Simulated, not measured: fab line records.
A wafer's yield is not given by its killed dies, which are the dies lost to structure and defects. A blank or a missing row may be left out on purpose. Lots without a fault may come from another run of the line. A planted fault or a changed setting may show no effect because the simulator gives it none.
2 desks looking at one fault -- flow sky130 -- each desk has only its own numbers; what lay behind them comes last

## FROM THE METROLOGY DESK
Means of the sampled wafers that have a number, per lot and without regard to the tool the lot ran on: this is what the gauges read. Marked OUT: a lot whose mean sits more than 4 standard deviations from the usual mean, which makes it out of limits; the brackets give that distance.
Columns: A = LOCAL_INTERCONNECT_TIN_RS at SKY_LOCAL_INTERCONNECT_RS_MEAS_01, usual 14.27 ohm/sq; B = LOCAL_INTERCONNECT_TIN_THK at SKY_LOCAL_INTERCONNECT_THK_MEAS_02, usual 96.9 nm; C = cd_nm at SKY_LOCAL_INTERCONNECT_CD_MEAS_11, usual 169.8 nm; D = LOCAL_INTERCONNECT_OVL at SKY_LOCAL_INTERCONNECT_OVL_MEAS_12, usual -1 nm
lot,first seen here,A,B,C,D
L466,day 29 18:41,14.13,97.8,169.3,-6
L468,day 30 01:49,14.21,97.0,167.8,-1
L472,day 31 07:06,14.30,96.4,169.8,-5
L478,day 33 12:00,14.24,97.5,168.1,-4
L486,day 35 18:59,13.94,99.3,169.9,-1
L487,day 36 01:22,14.27,96.7,169.2,-2
Result from this desk: across the 6 lots, nothing is out of limits.

## FOR THE TOOL OWNER'S DESK: rie_metal-03
The tool's own readings at SKY_LOCAL_INTERCONNECT_ETCH_13 (etches BARC in N2/H2, stops on SiO2, time 45.9 s, target depth 60 nm): means of the sampled wafers that have a number, for each lot that ran on this tool. Marked OUT: a lot whose mean sits more than 4 standard deviations from the usual mean, which makes it out of limits; the brackets give that distance.
Columns: A = drypump_motor_current_A at SKY_LOCAL_INTERCONNECT_ETCH_13, usual 5.5 A; B = oes_product_au at SKY_LOCAL_INTERCONNECT_ETCH_13, usual 0.855 a.u.; C = rf_fwd_power_W at SKY_LOCAL_INTERCONNECT_ETCH_13, usual 495.1 W; D = throttle_valve_pct at SKY_LOCAL_INTERCONNECT_ETCH_13, usual 13.226 %
lot,first seen here,A,B,C,D
L472,day 32 10:50,6.7,0.857,496.6,13.226
L478,day 34 15:19,5.6,0.852,497.0,13.233
L486,day 36 21:23,5.1,0.853,417.0 (-35) OUT,13.226
L487,day 37 04:01,5.1,0.859,416.4 (-36) OUT,13.225
This desk's verdict: out of limits on L486, L487, starting with L486 at day 36 21:23 (rf_fwd_power_W at SKY_LOCAL_INTERCONNECT_ETCH_13). Within limits: L472, L478.

## TAKEN TOGETHER
The tool owner's desk had the chance to raise an alarm at day 36 21:23 on L486, L487.
Nothing out of limits was seen by the metrology desk.
The metrology desk holds a record of L486, L487, inside its limits.
The lots listed all ran SKY_LOCAL_INTERCONNECT_ETCH_13 on rie_metal-03.

## WHAT HAD BEEN PUT IN BY THE SIMULATOR
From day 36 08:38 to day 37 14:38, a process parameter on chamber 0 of rie_metal-03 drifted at SKY_LOCAL_INTERCONNECT_ETCH_13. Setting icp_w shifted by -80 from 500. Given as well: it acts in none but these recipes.
Lots struck among those shown: L486, L487.
Time in hours from fault onset to the first out-of-limits reading at each desk: the tool owner's desk, 13.
